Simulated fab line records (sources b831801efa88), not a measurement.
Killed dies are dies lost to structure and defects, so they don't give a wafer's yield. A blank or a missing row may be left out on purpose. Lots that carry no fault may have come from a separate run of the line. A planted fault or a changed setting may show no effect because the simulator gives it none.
fab line records + flow sky130
record
- lots=9
- wafers=27
- lastDay=49
route steps=708 shown METAL2@498 VIA2@521 METAL3@534 PAD_OPEN@708
lots with no fault: from the same line, run without faults
startH: hours from the record's opening day to when the first of the lot's shown wafers began + waitH: hours from the lot's prior step to this one + " as in the row above + L1.1+2: a row that stands for several wafers + - value missing, or start not given + * or withheld: withheld + < > ~ a bound
route shown NAME@n: NAME is a module with steps in the file, n the number in the route of the first one + usual: mean and standard deviation over wafers with no fault + same: alike in all rows + chamber/n: place in a boat + sites: each site's reading + _std_site: their standard deviation + _edge_site: outer sites' mean less inner sites' + radiusMm: for every site, how far away it sits from the centre of the wafer + mask NAME#n: copy n + behind: tool/chamber where the wafer was last shaped + hold: what put the lot on hold/how long, in hours/how the hold closed + device: the n, p or np transistor that did not switch + end of line: the tests these same wafers got at the end of their route + a step given without rows: its recipe and nothing more + killed: at the first sort, the dies lost to defects and structure; wafer yield is something else + map: a wafer's dies, x killed, . not, _ none there
set.NAME: the setting as run; set.NAME@STEP: as run at that earlier step + model.NAME: the simulator's own value behind a step, which no gauge read
the route's steps for a sample of lots (tables are steps, rows are wafers)
services: when a tool's chamber went out of use (startH, in hours from the record's first day, below 0 if earlier), for how many hours, and the reason
## steps
# step SKY_METAL2_CD_MEAS_15
# recipe
- targetCdNm=140
# usual
- cdNm=139.7/1.8
| lot.wafer | tool     | chamber | startH | waitH | cdNm  |
|-----------|----------|---------|--------|-------|-------|
| L760.1    | cdSem-01 | -       | 823.20 | -     | 139.0 |
| L760.2    | "        | -       | "      | "     | 141.8 |
| L760.6    | "        | -       | "      | "     | 141.1 |
| L761.1    | cdSem-02 | -       | 826.72 | -     | 139.8 |
| L761.2    | "        | -       | "      | "     | 140.4 |
| L761.6    | "        | -       | "      | "     | 139.9 |
| L765.1    | cdSem-01 | -       | 848.27 | -     | 139.0 |
| L765.2    | "        | -       | "      | "     | 139.8 |
| L765.3    | "        | -       | "      | "     | 142.3 |
| L767.2    | cdSem-02 | -       | 875.74 | -     | 143.0 |
| L767.4    | "        | -       | "      | "     | 143.2 |
| L767.5    | "        | -       | "      | "     | 142.8 |
| L768.4    | cdSem-02 | -       | 877.08 | -     | 137.0 |
| L768.5    | "        | -       | "      | "     | 136.3 |
| L768.6    | "        | -       | "      | "     | 137.1 |
| L769.2    | cdSem-02 | -       | 880.35 | -     | 143.7 |
| L769.3    | "        | -       | "      | "     | 142.3 |
| L769.4    | "        | -       | "      | "     | 143.7 |
| L777.2    | cdSem-01 | -       | 945.95 | -     | 139.9 |
| L777.3    | "        | -       | "      | "     | 140.6 |
| L777.6    | "        | -       | "      | "     | 140.0 |
| L778.1    | cdSem-02 | -       | 946.32 | -     | 137.6 |
| L778.2    | "        | -       | "      | "     | 136.7 |
| L778.6    | "        | -       | "      | "     | 136.1 |
| L779.1    | cdSem-02 | -       | 954.23 | -     | 137.9 |
| L779.4    | "        | -       | "      | "     | 137.6 |
| L779.5    | "        | -       | "      | "     | 137.3 |
# step SKY_METAL2_STRIP_20
# recipe
- chemistry=O2/N2
- powerW=1400
- pressureMtorr=1500
- platenTempC=withheld
- o2FlowSccm=3000
- n2FlowSccm=300
- overashFraction=0.5
# usual
- drypumpMotorCurrentA=5.6/0.47
- oesProductAu=0.342/0.0052
- stripTimeToEndpointS=2.69/0.065
| lot.wafer | tool           | chamber | startH | waitH | drypumpMotorCurrentA | oesProductAu | rfHoursCounterH | stripTimeToEndpointS |
|-----------|----------------|---------|--------|-------|----------------------|--------------|-----------------|----------------------|
| L760.1    | plasmaAsher-03 | 0       | 823.55 | 0.1   | 4.8                  | 0.341        | 68              | 2.61                 |
| L760.2    | "              | 1       | "      | "     | 5.0                  | 0.337        | 68              | 2.72                 |
| L760.6    | "              | 1       | "      | "     | 5.0                  | 0.356        | -               | 2.75                 |
| L761.1    | plasmaAsher-03 | 0       | 827.06 | 0.1   | 4.9                  | 0.345        | 68              | 2.77                 |
| L761.2    | "              | 1       | "      | "     | 5.0                  | 0.347        | 68              | 2.66                 |
| L761.6    | "              | 0       | "      | "     | 4.9                  | 0.351        | -               | 2.80                 |
| L765.1    | plasmaAsher-02 | 0       | 848.62 | 0.1   | 6.1                  | 0.347        | 41              | 2.61                 |
| L765.2    | "              | 1       | "      | "     | 5.5                  | 0.343        | 41              | 2.70                 |
| L765.3    | "              | 1       | "      | "     | 5.5                  | 0.333        | -               | 2.58                 |
| L767.2    | plasmaAsher-01 | 1       | 876.06 | 0.1   | 5.7                  | 0.350        | 102             | 2.67                 |
| L767.4    | "              | 1       | "      | "     | 5.7                  | 0.343        | -               | 2.62                 |
| L767.5    | "              | 0       | "      | "     | 6.0                  | 0.338        | -               | 2.70                 |
| L768.4    | plasmaAsher-01 | 0       | 877.39 | 0.1   | 6.0                  | 0.343        | -               | 2.78                 |
| L768.5    | "              | 1       | "      | "     | 5.8                  | 0.347        | -               | 2.65                 |
| L768.6    | "              | 0       | "      | "     | 6.0                  | 0.351        | -               | 2.76                 |
| L769.2    | plasmaAsher-02 | 1       | 880.67 | 0.1   | 5.5                  | 0.343        | 44              | 2.65                 |
| L769.3    | "              | 0       | "      | "     | 6.1                  | 0.343        | -               | 2.76                 |
| L769.4    | "              | 1       | "      | "     | 5.5                  | 0.336        | -               | 2.64                 |
| L777.2    | plasmaAsher-01 | 1       | 946.27 | 0.1   | 5.8                  | 0.339        | 108             | 2.61                 |
| L777.3    | "              | 1       | "      | "     | 5.7                  | 0.339        | -               | 2.60                 |
| L777.6    | "              | 1       | "      | "     | 5.8                  | 0.339        | -               | 2.75                 |
| L778.1    | plasmaAsher-01 | 0       | 946.66 | 0.1   | 6.0                  | 0.341        | 108             | 2.68                 |
| L778.2    | "              | 1       | "      | "     | 5.8                  | 0.350        | 108             | 2.76                 |
| L778.6    | "              | 0       | "      | "     | 6.0                  | 0.346        | -               | 2.79                 |
| L779.1    | plasmaAsher-01 | 0       | 954.57 | 0.1   | 6.0                  | 0.335        | 109             | 2.67                 |
| L779.4    | "              | 1       | "      | "     | 5.8                  | 0.343        | -               | 2.78                 |
| L779.5    | "              | 0       | "      | "     | 6.0                  | 0.340        | -               | 2.64                 |
# step SKY_VIA2_ETCH_14
# recipe
- chemistry=N2/H2
- target=BARC
- ionEnergyEv=200
- sourceW=500
- biasW=100
- pressureMtorr=30
- n2FlowSccm=100
- h2FlowSccm=200
- stopOn=SiO2
- timeS=45.9
- targetDepthA=600
# usual
- biasW=100.05/0.3
- chamberPressureMTorr=30.002/0.028
- drypumpMotorCurrentA=5.8/0.51
- oesProductAu=0.854/0.0049
- rfFwdPowerW=494.1/2.3
- throttleValvePct=13.224/0.009
| lot.wafer | tool       | chamber | startH | waitH | biasW  | chamberPressureMTorr | drypumpMotorCurrentA | oesProductAu | rfFwdPowerW | rfHoursCounterH | throttleValvePct |
|-----------|------------|---------|--------|-------|--------|----------------------|----------------------|--------------|-------------|-----------------|------------------|
| L760.1    | rieDiel-01 | 0       | 850.58 | 0.0   | 99.64  | 30.016               | 6.2                  | 0.862        | 490.4       | 15              | 13.227           |
| L760.2    | "          | 3       | "      | "     | 100.05 | 30.022               | 6.0                  | 0.859        | 495.4       | 22              | 13.220           |
| L760.6    | "          | 2       | "      | "     | 99.47  | 29.999               | 6.1                  | 0.851        | 497.3       | -               | 13.226           |
| L761.1    | rieDiel-01 | 0       | 854.38 | 0.0   | 100.16 | 30.021               | 6.2                  | 0.857        | 492.2       | 15              | 13.228           |
| L761.2    | "          | 2       | "      | "     | 100.15 | 30.009               | 6.1                  | 0.859        | 497.0       | 18              | 13.223           |
| L761.6    | "          | 3       | "      | "     | 99.36  | 30.072               | 6.0                  | 0.847        | 495.3       | -               | 13.214           |
| L765.1    | rieDiel-04 | 0       | 874.83 | 0.0   | 100.03 | 30.025               | 6.4                  | 0.855        | 492.6       | 4               | 13.226           |
| L765.2    | "          | 2       | "      | "     | 100.28 | 29.951               | 6.4                  | 0.850        | 492.0       | 13              | 13.239           |
| L765.3    | "          | 3       | "      | "     | 100.35 | 30.014               | 5.0                  | 0.850        | 492.2       | 11              | 13.231           |
| L767.2    | rieDiel-01 | 0       | 903.32 | 0.0   | 100.09 | 30.016               | 6.2                  | 0.854        | 494.7       | 17              | 13.222           |
| L767.4    | "          | 2       | "      | "     | 99.88  | 30.052               | 6.1                  | 0.849        | 496.5       | 20              | 13.221           |
| L767.5    | "          | 1       | "      | "     | 100.35 | 29.962               | 5.7                  | 0.854        | 493.1       | -               | 13.233           |
| L768.4    | rieDiel-02 | 1       | 904.33 | 0.0   | 99.71  | 30.017               | 5.9                  | 0.855        | 496.6       | 12              | 13.216           |
| L768.5    | "          | 3       | "      | "     | 99.74  | 29.997               | 5.2                  | 0.844        | 493.6       | -               | 13.234           |
| L768.6    | "          | 2       | "      | "     | 99.77  | 30.037               | 5.5                  | 0.851        | 495.3       | -               | 13.226           |
| L769.2    | rieDiel-02 | 3       | 905.88 | 0.0   | 100.09 | 30.020               | 5.2                  | 0.855        | 492.7       | 3               | 13.216           |
| L769.3    | "          | 0       | "      | "     | 100.37 | 29.973               | 5.8                  | 0.856        | 498.8       | 2               | 13.230           |
| L769.4    | "          | 2       | "      | "     | 100.59 | 29.979               | 5.5                  | 0.852        | 497.2       | 11              | 13.224           |
| L777.2    | rieDiel-02 | 3       | 971.53 | 0.0   | 100.41 | 29.978               | 5.2                  | 0.845        | 490.1       | 5               | 13.237           |
| L777.3    | "          | 1       | "      | "     | 99.94  | 30.025               | 5.9                  | 0.856        | 495.9       | 13              | 13.236           |
| L777.6    | "          | 2       | "      | "     | 99.98  | 29.997               | 5.5                  | 0.853        | 493.4       | -               | 13.198           |
| L778.1    | rieDiel-04 | 0       | 972.12 | 0.0   | -      | -                    | -                    | -            | -           | -               | -                |
| L778.2    | "          | 3       | "      | "     | -      | -                    | -                    | -            | -           | -               | -                |
| L778.6    | "          | 1       | "      | "     | -      | -                    | -                    | -            | -           | -               | -                |
| L779.1    | rieDiel-02 | 3       | 980.13 | 0.0   | -      | -                    | -                    | -            | -           | -               | -                |
| L779.4    | "          | 1       | "      | "     | -      | -                    | -                    | -            | -           | -               | -                |
| L779.5    | "          | 2       | "      | "     | -      | -                    | -                    | -            | -           | -               | -                |
# step SKY_VIA2_ETCH_15
# recipe
- target=SiO2
- chemistry=C4F8/O2/Ar
- targetDepthNm=546
- stopOn=TiN
- maskMaterial=KrF-thick
- sourceW=1500
- biasW=1200
- pressureMtorr=40
- c4f8FlowSccm=withheld
- O2_flow_sccm=6
- Ar_flow_sccm=300
- timeS=84
# usual
- biasW=1200/4
- chamberPressureMTorr=39.99/0.059
- oesProductAu=0.940/0.0045
- rfFwdPowerW=1488/5.3
| lot.wafer | tool       | chamber | startH | waitH | biasW | chamberPressureMTorr | oesProductAu | rfFwdPowerW | rfHoursCounterH |
|-----------|------------|---------|--------|-------|-------|----------------------|--------------|-------------|-----------------|
| L760.1    | rieDiel-01 | 0       | 850.62 | 0.0   | 1195  | 39.96                | 0.932        | 1486        | 15              |
| L760.2    | "          | 3       | "      | "     | 1205  | 39.99                | 0.942        | 1491        | 22              |
| L760.6    | "          | 2       | "      | "     | 1196  | 39.98                | 0.935        | 1493        | -               |
| L761.1    | rieDiel-01 | 0       | 854.42 | 0.0   | 1203  | 40.03                | 0.935        | 1486        | 15              |
| L761.2    | "          | 2       | "      | "     | 1205  | 40.01                | 0.946        | 1491        | 18              |
| L761.6    | "          | 3       | "      | "     | 1201  | 40.06                | 0.945        | 1488        | -               |
| L765.1    | rieDiel-04 | 0       | 874.87 | 0.0   | 1207  | 39.98                | 0.946        | 1492        | 4               |
| L765.2    | "          | 2       | "      | "     | 1203  | 39.96                | 0.942        | 1484        | 13              |
| L765.3    | "          | 3       | "      | "     | 1196  | 40.04                | 0.938        | 1491        | 11              |
| L767.2    | rieDiel-01 | 0       | 903.36 | 0.0   | 1194  | 39.95                | 0.940        | 1479        | 17              |
| L767.4    | "          | 2       | "      | "     | 1196  | 39.87                | 0.934        | 1489        | 20              |
| L767.5    | "          | 1       | "      | "     | 1200  | 39.95                | 0.938        | 1488        | -               |
| L768.4    | rieDiel-02 | 1       | 904.37 | 0.0   | 1192  | 39.93                | 0.945        | 1488        | 12              |
| L768.5    | "          | 3       | "      | "     | 1197  | 40.02                | 0.943        | 1489        | -               |
| L768.6    | "          | 2       | "      | "     | 1199  | 39.98                | 0.941        | 1492        | -               |
| L769.2    | rieDiel-02 | 3       | 905.92 | 0.0   | 1203  | 40.04                | 0.940        | 1482        | 3               |
| L769.3    | "          | 0       | "      | "     | 1200  | 40.12                | 0.940        | 1493        | 2               |
| L769.4    | "          | 2       | "      | "     | 1202  | 40.01                | 0.946        | 1492        | 11              |
| L777.2    | rieDiel-02 | 3       | 971.57 | 0.0   | 1200  | 40.00                | 0.941        | 1476        | 5               |
| L777.3    | "          | 1       | "      | "     | 1196  | 39.98                | 0.929        | 1496        | 13              |
| L777.6    | "          | 2       | "      | "     | 1202  | 40.06                | 0.945        | 1490        | -               |
| L778.1    | rieDiel-04 | 0       | 972.16 | 0.0   | 1198  | 40.01                | 0.363        | 1487        | 6               |
| L778.2    | "          | 3       | "      | "     | 1193  | 40.01                | 0.379        | 1484        | 13              |
| L778.6    | "          | 1       | "      | "     | 1201  | 40.02                | 0.373        | 1490        | -               |
| L779.1    | rieDiel-02 | 3       | 980.17 | 0.0   | 1202  | 39.95                | 0.379        | 1482        | 5               |
| L779.4    | "          | 1       | "      | "     | 1192  | 39.99                | 0.371        | 1491        | 14              |
| L779.5    | "          | 2       | "      | "     | 1207  | 39.96                | 0.372        | 1494        | -               |
# step SKY_VIA2_STRIP_16
# recipe
- chemistry=O2/N2
- powerW=1400
- pressureMtorr=1500
- platenTempC=withheld
- o2FlowSccm=3000
- n2FlowSccm=300
- overashFraction=0.5
# usual
- drypumpMotorCurrentA=5.3/0.43
- oesProductAu=0.399/0.0043
- stripTimeToEndpointS=4.053/0.025
| lot.wafer | tool           | chamber | startH | waitH | drypumpMotorCurrentA | oesProductAu | rfHoursCounterH | stripTimeToEndpointS |
|-----------|----------------|---------|--------|-------|----------------------|--------------|-----------------|----------------------|
| L760.1    | plasmaAsher-03 | 0       | 850.69 | 0.0   | 4.8                  | 0.398        | 71              | 4.054                |
| L760.2    | "              | 1       | "      | "     | 5.0                  | 0.403        | 71              | 4.029                |
| L760.6    | "              | 1       | "      | "     | 5.0                  | 0.399        | -               | 4.059                |
| L761.1    | plasmaAsher-03 | 0       | 854.48 | 0.0   | 4.8                  | 0.400        | 71              | 4.070                |
| L761.2    | "              | 1       | "      | "     | 5.0                  | 0.396        | 71              | 4.044                |
| L761.6    | "              | 1       | "      | "     | 5.0                  | 0.398        | -               | 4.036                |
| L765.1    | plasmaAsher-04 | 0       | 874.94 | 0.0   | 5.6                  | 0.400        | 14              | 4.045                |
| L765.2    | "              | 1       | "      | "     | 5.7                  | 0.408        | 14              | 4.061                |
| L765.3    | "              | 0       | "      | "     | 5.7                  | 0.409        | -               | 4.054                |
| L767.2    | plasmaAsher-04 | 0       | 903.42 | 0.0   | 5.6                  | 0.395        | 17              | 4.058                |
| L767.4    | "              | 1       | "      | "     | 5.7                  | 0.393        | -               | 4.055                |
| L767.5    | "              | 1       | "      | "     | 5.7                  | 0.400        | -               | 4.063                |
| L768.4    | plasmaAsher-03 | 1       | 904.47 | 0.1   | 5.0                  | 0.400        | -               | 4.106                |
| L768.5    | "              | 0       | "      | "     | 4.8                  | 0.399        | -               | 4.051                |
| L768.6    | "              | 1       | "      | "     | 5.0                  | 0.405        | -               | 4.055                |
| L769.2    | plasmaAsher-04 | 0       | 905.99 | 0.0   | 5.6                  | 0.403        | 18              | 4.040                |
| L769.3    | "              | 0       | "      | "     | 5.6                  | 0.402        | -               | 4.015                |
| L769.4    | "              | 1       | "      | "     | 5.7                  | 0.391        | -               | 4.038                |
| L777.2    | plasmaAsher-03 | 0       | 971.63 | 0.0   | 4.8                  | 0.406        | 84              | 4.027                |
| L777.3    | "              | 0       | "      | "     | 4.9                  | 0.396        | -               | 4.086                |
| L777.6    | "              | 1       | "      | "     | 5.0                  | 0.390        | -               | 4.038                |
| L778.1    | plasmaAsher-03 | 1       | 972.23 | 0.0   | 5.0                  | 0.417        | 84              | 4.506                |
| L778.2    | "              | 0       | "      | "     | 4.8                  | 0.415        | 84              | 4.487                |
| L778.6    | "              | 1       | "      | "     | 5.0                  | 0.418        | -               | 4.484                |
| L779.1    | plasmaAsher-03 | 1       | 980.23 | 0.0   | 5.0                  | 0.427        | 85              | 4.493                |
| L779.4    | "              | 0       | "      | "     | 4.9                  | 0.420        | -               | 4.514                |
| L779.5    | "              | 1       | "      | "     | 5.0                  | 0.416        | -               | 4.468                |
# step SKY_METAL3_SPUTTER_02
# recipe
- material=AlCu
- targetThkNm=735
- powerW=10600
- timeS=39.1
- chamberPressurePa=0.4
# usual
- throttleValvePct=30.4/1.3
| lot.wafer | tool          | chamber | startH | waitH | throttleValvePct |
|-----------|---------------|---------|--------|-------|------------------|
| L760.1    | pvdSputter-02 | -       | 852.00 | 0.0   | 29.4             |
| L760.2    | "             | -       | "      | "     | 28.6             |
| L760.6    | "             | -       | "      | "     | 29.6             |
| L761.1    | pvdSputter-02 | -       | 855.83 | 0.0   | 30.0             |
| L761.2    | "             | -       | "      | "     | 32.1             |
| L761.6    | "             | -       | "      | "     | 32.5             |
| L765.1    | pvdSputter-03 | -       | 876.25 | 0.0   | 30.5             |
| L765.2    | "             | -       | "      | "     | 29.2             |
| L765.3    | "             | -       | "      | "     | 31.6             |
| L767.2    | pvdSputter-02 | -       | 904.74 | 0.0   | 29.4             |
| L767.4    | "             | -       | "      | "     | 30.1             |
| L767.5    | "             | -       | "      | "     | 30.3             |
| L768.4    | pvdSputter-03 | -       | 905.75 | 0.0   | 30.7             |
| L768.5    | "             | -       | "      | "     | 29.4             |
| L768.6    | "             | -       | "      | "     | 30.7             |
| L769.2    | pvdSputter-02 | -       | 907.30 | 0.0   | 28.8             |
| L769.3    | "             | -       | "      | "     | 29.7             |
| L769.4    | "             | -       | "      | "     | 32.3             |
| L777.2    | pvdSputter-02 | -       | 972.94 | 0.0   | 32.4             |
| L777.3    | "             | -       | "      | "     | 29.5             |
| L777.6    | "             | -       | "      | "     | 30.0             |
# step SKY_PAD_OPEN_PROBE_99
# usual
- defectLimitedYield=82.6/2
- killed_at_M0_to_M3=43/7.1
- killed_at_M4_up=3.0/1.9
- killedAtContacts=24/5
- killedAtFrontEnd=15/4.3
- killedAtOther=0.3/0.5
- killedDies=85/9.6
- killedOnRim=17/4.3
- killedOpen=46/7.1
- killedShort=39/6.8
- sort_bin_3_pad_short=0.9/0.42
- sort_bin_5_function=10.2/1.4
- sort_bin_6_memory=6.3/1.2
- sortNPass=407/9.6
- sortYieldPct=82.6/2
# same
- grossDies=492
- killedAtBackSide=0
- sort_bin_4_leakage[%]=0
- sort_bin_8_speed[%]=0
| lot.wafer | tool      | chamber | startH  | waitH | defectLimitedYield[%] | killed_at_M0_to_M3 | killed_at_M4_up | killedAtContacts | killedAtFrontEnd | killedAtOther | killedDies | killedOnRim | killedOpen | killedShort | sort_bin_3_pad_short[%] | sort_bin_5_function[%] | sort_bin_6_memory[%] | sortNPass | sortYieldPct[%] |
|-----------|-----------|---------|---------|-------|-----------------------|--------------------|-----------------|------------------|------------------|---------------|------------|-------------|------------|-------------|-------------------------|------------------------|----------------------|-----------|-----------------|
| L765.1    | prober-01 | -       | 1096.28 | 0.1   | 85.8                  | 30                 | 1               | 21               | 18               | 0             | 70         | 8           | 37         | 33          | 0.2                     | 9.3                    | 4.7                  | 422       | 85.8            |
| L765.2    | prober-01 | -       | 1096.33 | 0.1   | 83.3                  | 36                 | 7               | 23               | 16               | 0             | 82         | 16          | 30         | 52          | 0.8                     | 11.0                   | 4.9                  | 410       | 83.3            |
| L765.3    | prober-01 | -       | 1096.38 | 0.2   | 79.9                  | 50                 | 6               | 23               | 20               | 0             | 99         | 19          | 43         | 56          | 0.6                     | 11.0                   | 8.5                  | 393       | 79.9            |
| L778.1    | prober-02 | -       | 1172.10 | 0.1   | 0                     | 444                | 3               | 21               | 24               | 0             | 492        | 96          | 53         | 45          | 1.8                     | 89.4                   | 8.7                  | 0         | 0               |
| L778.2    | prober-02 | -       | 1172.15 | 0.1   | 0                     | 446                | 4               | 23               | 19               | 0             | 492        | 96          | 43         | 39          | 1.2                     | 93.3                   | 5.5                  | 0         | 0               |
| L778.6    | prober-02 | -       | 1172.35 | 0.2   | 0                     | 453                | 4               | 21               | 14               | 0             | 492        | 96          | 55         | 18          | 0.4                     | 94.1                   | 5.5                  | 0         | 0               |
| L779.1    | prober-02 | -       | 1173.85 | 0.1   | 0                     | 444                | 3               | 32               | 13               | 0             | 492        | 96          | 51         | 40          | 0.6                     | 93.5                   | 5.9                  | 0         | 0               |
| L779.4    | prober-02 | -       | 1174.00 | 0.2   | 0                     | 449                | 3               | 26               | 14               | 0             | 492        | 96          | 45         | 49          | 1.2                     | 93.3                   | 5.5                  | 0         | 0               |
| L779.5    | prober-02 | -       | 1174.05 | 0.2   | 0                     | 457                | 3               | 18               | 14               | 0             | 492        | 96          | 41         | 44          | 1.6                     | 91.9                   | 6.5                  | 0         | 0               |
# killed by level:class
L765.1 VIA1:geometricParticle:open=9 LI_CONTACT:geometricParticle:open=6 LOCAL_INTERCONNECT:geometricParticle:short=6 VIA3:geometricParticle:short=6 FIELD_ISO:geometricParticle:open=4 POLY_GATE:geometricParticle:short=4 CONTACT:geometricParticle:open=4 POLY_GATE:geometricParticle:open=3
L765.2 VIA1:geometricParticle:short=8 LOCAL_INTERCONNECT:geometricParticle:short=7 CONTACT:geometricParticle:short=7 FIELD_ISO:geometricParticle:open=6 LI_CONTACT:geometricParticle:open=6 VIA1:geometricParticle:open=6 METAL4:geometricParticle:short=6 POLY_GATE:geometricParticle:short=5
L765.3 METAL2:geometricParticle:short=9 VIA2:geometricParticle:open=9 FIELD_ISO:geometricParticle:open=7 LI_CONTACT:geometricParticle:short=7 METAL1:geometricParticle:short=6 FIELD_ISO:geometricParticle:short=5 LI_CONTACT:geometricParticle:open=5 VIA3:geometricParticle:open=5
L778.1 VIA2:areaEtch=394 VIA1:geometricParticle:open=10 FIELD_ISO:geometricParticle:open=8 VIA3:geometricParticle:open=7 CONTACT:geometricParticle:open=7 METAL1:geometricParticle:short=7 VIA1:geometricParticle:short=7 VIA2:geometricParticle:open=6
L778.2 VIA2:areaEtch=410 VIA2:geometricParticle:open=7 FIELD_ISO:geometricParticle:open=6 CONTACT:geometricParticle:open=6 LI_CONTACT:geometricParticle:short=5 CONTACT:geometricParticle:short=5 LOCAL_INTERCONNECT:geometricParticle:short=5 POLY_GATE:geometricParticle:open=4
L778.6 VIA2:areaEtch=419 CONTACT:geometricParticle:open=11 VIA3:geometricParticle:open=8 VIA1:geometricParticle:open=8 VIA2:geometricParticle:open=8 LI_CONTACT:geometricParticle:open=6 FIELD_ISO:geometricParticle:open=5 POLY_GATE:geometricParticle:short=5
L779.1 VIA2:areaEtch=401 VIA1:geometricParticle:open=14 CONTACT:geometricParticle:open=11 VIA2:geometricParticle:open=9 LOCAL_INTERCONNECT:geometricParticle:short=8 LI_CONTACT:geometricParticle:open=6 LI_CONTACT:geometricParticle:short=6 POLY_GATE:geometricParticle:open=5
L779.4 VIA2:areaEtch=398 VIA1:geometricParticle:open=11 VIA1:geometricParticle:short=9 LOCAL_INTERCONNECT:geometricParticle:short=8 LI_CONTACT:geometricParticle:open=7 VIA2:geometricParticle:open=7 CONTACT:geometricParticle:open=6 VIA2:geometricParticle:short=6
L779.5 VIA2:areaEtch=407 METAL1:geometricParticle:short=7 VIA1:geometricParticle:short=7 VIA3:geometricParticle:open=7 FIELD_ISO:geometricParticle:short=6 VIA1:geometricParticle:open=6 METAL2:geometricParticle:short=6 VIA2:geometricParticle:open=5
## services
| tool           | chamber | startH | hours | kind          |
|----------------|---------|--------|-------|---------------|
| rieDiel-02     | -       | 812.82 | 4.3   | pm            |
| rieDiel-02     | 3       | 818.47 | -     | clean         |
| rieDiel-02     | 3       | 818.47 | 15.2  | scheduledDown |
| rieDiel-02     | 3       | 818.47 | 15.2  | ventCycle     |
| plasmaAsher-01 | -       | 833.38 | 28.1  | pm            |
| rieDiel-01     | 2       | 835.32 | 6.4   | repair        |
| plasmaAsher-03 | -       | 835.87 | 1.7   | repair        |
| rieDiel-02     | 0       | 843.27 | -     | clean         |
| rieDiel-02     | 0       | 843.27 | 17.9  | scheduledDown |
| rieDiel-02     | 0       | 843.27 | 17.9  | ventCycle     |
| plasmaAsher-04 | -       | 844.27 | 0.9   | repair        |
| rieDiel-01     | 1       | 850.38 | 42.8  | repair        |
| rieDiel-01     | -       | 863.24 | 5.8   | repair        |
| rieDiel-01     | 0       | 884.90 | 2.1   | repair        |
| rieDiel-01     | -       | 889.63 | 0.7   | repair        |
| pvdSputter-02  | -       | 889.91 | 4.1   | repair        |
| rieDiel-02     | -       | 894.33 | 0.5   | repair        |
| plasmaAsher-02 | -       | 912.96 | 0.8   | repair        |
| rieDiel-02     | 2       | 924.27 | 7.2   | repair        |
| rieDiel-02     | 0       | 928.76 | 4.7   | repair        |
| rieDiel-01     | 2       | 953.87 | 2.1   | repair        |
| rieDiel-04     | -       | 961.99 | 1.0   | repair        |
| plasmaAsher-02 | -       | 963.70 | 3.3   | repair        |
| rieDiel-02     | 2       | 967.40 | 1.6   | repair        |
## key
firstSign
- step=SKY_VIA2_ETCH_14
- reading=toolRecord
- direction=missing
effect
- step=SKY_VIA2_ETCH_15
- reading=oesProductAu
- direction=down
- sigmas=99+
- usual=0.940
- struck=0.373
effect
- step=SKY_VIA2_STRIP_16
- reading=stripTimeToEndpointS
- direction=up
- sigmas=18
- usual=*
- struck=*
effect
- step=SKY_PAD_OPEN_PROBE_99
- reading=sort_bin_5_function
- direction=up
- sigmas=60
- usual=10.2
- struck=92.6
moreKillsBornAt
- SKY_VIA2_ETCH_14@rieDiel-04=1223
- SKY_VIA2_ETCH_14@rieDiel-02=1206
metAt SKY_VIA2_ETCH_14
struckLots L778,L779
laterRowsLeftOut L778.1,L778.2,L778.6,L779.1,L779.4,L779.5
notActingAt SKY_METAL2_CD_MEAS_15,SKY_METAL2_STRIP_20,SKY_METAL3_SPUTTER_02
onsetBetween 971.53 972.12
fault
- kind=skippedStepWhole
- tool=rieDiel-02,rieDiel-04
- chamber=-
- onsetH=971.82
- steps=SKY_VIA2_ETCH_14
- scope=struckLotsOnly
# laterRowsLeftOut: the simulator's readings of these wafers behind a module that went badly wrong aren't trusted and aren't shown, but for the sort
